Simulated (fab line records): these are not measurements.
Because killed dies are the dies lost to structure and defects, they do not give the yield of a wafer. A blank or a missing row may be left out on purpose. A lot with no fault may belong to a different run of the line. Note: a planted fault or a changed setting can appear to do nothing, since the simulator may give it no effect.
A struck lot beside a sound one || flow sfq_line || 31 out of 325 route steps
Sound: wafers L245.1, L245.4, L245.5. Wafers L256.3, L256.4, L256.6 were the ones struck. The cause comes at the end.
At each step with rows: each side's tool, then ch and its chambers, then its first start. Under that, the readings that differ: sound wafers || struck wafers || difference of the means || sigmas: that difference in standard deviations of wafers without a fault.
alike: words and numbers the same on both sides, and readings whose means are apart by under 2 such deviations; not compared: readings that were withheld, readings missing a value for some wafer, numbers with overlapping values and no deviation given by the record, and bounds like >300 which may hide the same value.
The two part at a step that has a row with sigmas, a row that says differs or no value, or rows on one side only. Numbers that have no deviation but don't overlap get no sigmas and don't part them. A reading that every wafer of one side lacks parts them only if that side has two wafers or more.

first, 1 step without rows for these wafers: SFQ_TRILAYER_M7_STRIP_SOLV_CLEAN_182 (cleans in NMP, time 600 s).
SFQ_TRILAYER_I7_DEP_PECVD_183: deposits SiO2 from SiH4/N2O, time 111.11 s, target thk 500 nm.
  sound on pecvd-04 ch 0,1, day 82 01:34; struck on pecvd-04 ch 0,1,2, day 92 09:58
  alike: heater_power_w, throttle_valve_pct
SFQ_TRILAYER_I7_CMP_CMP_184: polishes SiO2.
  sound on cmp-01 ch 0,1,2, day 82 02:08; struck on cmp-01 ch 0,1, day 92 10:32
  alike: motor_current_A, time_to_endpoint_s
SFQ_I7_BOW_MEAS_946:
  struck on film_metro-01, day 92 13:05; sound on film_metro-04, day 82 04:38
  alike: I7_BOW
SFQ_TRILAYER_I7_METRO_MEASURE_185:
  struck on film_metro-01, day 92 13:34; sound on film_metro-04, day 82 04:46
  alike: thk_nm
then, 6 steps without rows for these wafers: SFQ_TRILAYER_I7_VIA_LITHO_COAT_192 (resist thk 62 nm); SFQ_TRILAYER_I7_VIA_LITHO_COAT_187 (resist thk 650 nm); SFQ_TRILAYER_I7_VIA_LITHO_SOFTBAKE_191; SFQ_TRILAYER_I7_VIA_LITHO_EXPOSE_188 (exposes mask I7, target cd 1000 nm); SFQ_TRILAYER_I7_VIA_LITHO_PEB_190 (peb time 60 s); SFQ_TRILAYER_I7_VIA_LITHO_DEVELOP_189 (time 60 s).
-- the record jumps here: 4 days lie between the struck wafers' starts before and after --
SFQ_I7_OVL_MEAS_947:
  struck on overlay-01, day 96 07:38; sound on overlay-02, day 82 10:08
  alike: I7_OVL
SFQ_TRILAYER_I7_VIA_BARC_OPEN_VIA_ETCH_260: etches BARC in O2, target depth 125 nm, time 41.7 s.
  sound on rie_diel-04 ch 0,1,2, day 82 10:11; struck on rie_diel-01 ch 1,2,3, day 96 07:39
  no value came back on the struck wafers for bias_w (W), chamber_pressure_mTorr (mTorr), drypump_motor_current_A (A), oes_product_au (a.u.); on the sound wafers bias_w (W) reads 80.11 80.33 80.40
{"reading": "model.KrF_of_TRILAYER_I7_VIA_LITHO_COAT_187.thk_nm (nm)", "sound": "573.7 573.2 574.6", "struck": "626.8 626.1 624.6", "difference": "+52.0", "sigmas": ""}
  not compared: rf_hours_counter_h
SFQ_TRILAYER_I7_VIA_ETCH_VIA_ETCH_190: etches SiO2 in CHF3, stops on Nb, target depth 260 nm.
  sound on rie_diel-04 ch 0,1,2, day 82 10:13; struck on rie_diel-01 ch 1,2,3, day 96 07:41
{"reading": "oes_product_au (a.u.)", "sound": "0.850 0.855 0.853", "struck": "0.380 0.383 0.371", "difference": -0.475, "sigmas": -88}
{"reading": "model.KrF_of_TRILAYER_I7_VIA_LITHO_COAT_187.thk_nm (nm)", "sound": "529.5 529.2 530.1", "struck": "582 580.7 580", "difference": "+51", "sigmas": ""}
  alike: bias_w, chamber_pressure_mTorr, drypump_motor_current_A
SFQ_TRILAYER_I7_VIA_STRIP_STRIP_191: strips in O2.
  sound on rie_metal-03 ch 0,1, day 82 10:20; struck on rie_metal-03 ch 0,1, day 96 08:01
  alike: drypump_motor_current_A, oes_product_au
  not compared: rf_hours_counter_h
then, 5 steps without rows for these wafers: SFQ_TRILAYER_I7_VIA_STRIP_SOLV_CLEAN_192 (cleans in NMP, time 600 s); SFQ_TRILAYER_M8_LITHO_LOR_COAT_197; SFQ_TRILAYER_M8_LITHO_LOR_BAKE_198; SFQ_TRILAYER_M8_LITHO_COAT_193 (resist thk 600 nm); SFQ_TRILAYER_M8_LITHO_SOFTBAKE_199.
SFQ_TRILAYER_M8_LITHO_EXPOSE_194: exposes mask M8, target cd 2000 nm.
  struck on krf_scanner-02, day 96 10:17; sound on krf_scanner-02 ch 0, day 86 22:01
  no value came back on the struck wafers for exposure_dose_mJ_cm2, focus_offset_nm (nm); on the sound wafers exposure_dose_mJ_cm2 reads 14.387 14.419 14.399
  alike: mask
then, 2 steps without rows for these wafers: SFQ_TRILAYER_M8_LITHO_PEB_196 (peb time 60 s); SFQ_TRILAYER_M8_LITHO_DEVELOP_195 (img clear 15 s, time 55 s).
SFQ_M8_OVL_MEAS_948:
  struck on overlay-01, day 96 11:23; sound on overlay-01, day 86 23:31
{"reading": "M8_OVL (nm)", "sound": "-1 -2 4", "struck": "- - -", "difference": "no value on the struck wafers", "sigmas": ""}
then, 3 steps without rows for these wafers: SFQ_TRILAYER_M8_DEP_EVAP_197 (material Ti, target thk 20 nm, time 100 s); SFQ_TRILAYER_M8_DEP_EVAP_198 (material Pt, target thk 50 nm, time 250 s); SFQ_TRILAYER_M8_DEP_EVAP_196 (material Au, target thk 180 nm, time 900 s).
SFQ_M8_RS_MEAS_949: measurement is done with a four-point probe.
  struck on film_metro-03, day 96 12:11; sound on film_metro-01, day 87 00:17
{"reading": "M8_AU_RS (ohm/sq)", "sound": "0.1526 0.1533 0.1538", "struck": "0.1563 0.1582 0.1563", "difference": "+0.0037", "sigmas": "+2"}
SFQ_M8_THK_MEAS_950: measures by xrf.
  struck on film_metro-03, day 96 12:17; sound on film_metro-01, day 87 00:25
{"reading": "M8_AU_THK (nm)", "sound": "179.4 179.1 177.4", "struck": "171.7 171.3 172.3", "difference": -6.9, "sigmas": -3}
then, 1 step without rows for these wafers: SFQ_TRILAYER_M8_LIFTOFF_LIFTOFF_197 (chemistry NMP, time 600 s).
SFQ_M8_BOW_MEAS_951:
  struck on film_metro-01, day 96 12:33; sound on film_metro-03, day 87 00:38
{"reading": "model.etest.m8.ohm_sq", "sound": "0.1528 0.1532 0.1538", "struck": "1e+06 1e+06 1e+06", "difference": "+1e+06", "sigmas": ""}
{"reading": "model.etest.i7.link_ohm", "sound": "1.057 1.053 1.056", "struck": "1e+06 1e+06 1e+06", "difference": "+1e+06", "sigmas": ""}
  alike: M8_BOW

## WHERE THEY PART
Last at SFQ_M8_THK_MEAS_950 as far as this record goes, first at SFQ_TRILAYER_I7_VIA_BARC_OPEN_VIA_ETCH_260. Later steps at which nothing parts them and some readings are alike: SFQ_M8_BOW_MEAS_951.

WHY: the cause the simulator had injected
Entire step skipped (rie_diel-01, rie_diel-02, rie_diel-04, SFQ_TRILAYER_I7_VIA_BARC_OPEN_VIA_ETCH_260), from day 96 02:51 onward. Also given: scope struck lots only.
